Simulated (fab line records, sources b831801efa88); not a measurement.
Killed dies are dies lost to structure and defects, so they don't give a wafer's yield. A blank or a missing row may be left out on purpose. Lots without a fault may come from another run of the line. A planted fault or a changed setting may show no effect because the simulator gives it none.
Which tool did it? | flow sky130 | 10 lots, 30 wafers sampled, at 2 steps of a route of 708

WHAT THE GAUGES READ, wafer by wafer
SKY_METAL5_RS_MEAS_05: measures by four-point-probe.
lot  | measured     | on            | METAL5_ALCU_RS (ohm/sq)
L830 | day 43 02:41 | film_metro-04 | 0.0266 0.0262 0.0263
L835 | day 44 14:16 | film_metro-03 | 0.0267 0.0268 0.0273
L836 | day 44 23:11 | film_metro-02 | 0.0267 0.0339 0.0268
L837 | day 45 02:47 | film_metro-03 | 0.0268 0.0328 0.0269
L839 | day 45 15:12 | film_metro-03 | 0.0270 0.0331 0.0268
L845 | day 47 14:48 | film_metro-04 | 0.0276 0.0274 0.0277
L848 | day 47 19:59 | film_metro-04 | 0.0273 0.0271 0.0272
L850 | day 48 05:58 | film_metro-02 | 0.0276 0.0271 0.0273
L851 | day 48 08:45 | film_metro-03 | 0.0269 0.0271 0.0267
L852 | day 48 14:03 | film_metro-02 | 0.0272 0.0273 0.0274

WHICH TOOL RAN EACH LOT (tool, then ch and the chambers of the sampled wafers, then the start)
lot  | SKY_METAL5_SPUTTER_02
L830 | pvd_sputter-02, day 43 02:34
L835 | pvd_sputter-02, day 44 14:09
L836 | pvd_sputter-02, day 44 23:04
L837 | pvd_sputter-02, day 45 02:36
L839 | pvd_sputter-02, day 45 15:04
L845 | pvd_sputter-03, day 47 14:40
L848 | pvd_sputter-03, day 47 19:49
L850 | pvd_sputter-02, day 48 05:51
L851 | pvd_sputter-02, day 48 08:37
L852 | pvd_sputter-02, day 48 13:56
- SKY_METAL5_SPUTTER_02: material AlCu, target thk 1150 nm, time 61.2 s.

THE ANSWER, worked out from the rows above alone
Rule: what is usual is taken from the lots themselves. Put in order of their means at a reading, lots are off if they are a third of the lots or fewer, leave a main group of 4 or more, and stand apart from it by a gap of 3 or more times the standard deviation of the main group's means; of several such gaps the widest counts. A main group whose means are all the same, to the digits that the tables above print for the reading, isn't used. A lot without any number at a reading at which 4 lots or more have one is off too. The other lots that the step has rows for count as sound.
Off: L836, L837, L839, at SKY_METAL5_RS_MEAS_05 (METAL5_ALCU_RS). The main group: mean 0.0271 ohm/sq, standard deviation 0.00036.
A tool fits if, at a process step before that reading, it ran every lot that is off, and no sound lot after the first of them. The gauges at SKY_METAL5_RS_MEAS_05 are tried like those tools. None of those tried fits.

WHAT THE SIMULATOR HAD PUT IN
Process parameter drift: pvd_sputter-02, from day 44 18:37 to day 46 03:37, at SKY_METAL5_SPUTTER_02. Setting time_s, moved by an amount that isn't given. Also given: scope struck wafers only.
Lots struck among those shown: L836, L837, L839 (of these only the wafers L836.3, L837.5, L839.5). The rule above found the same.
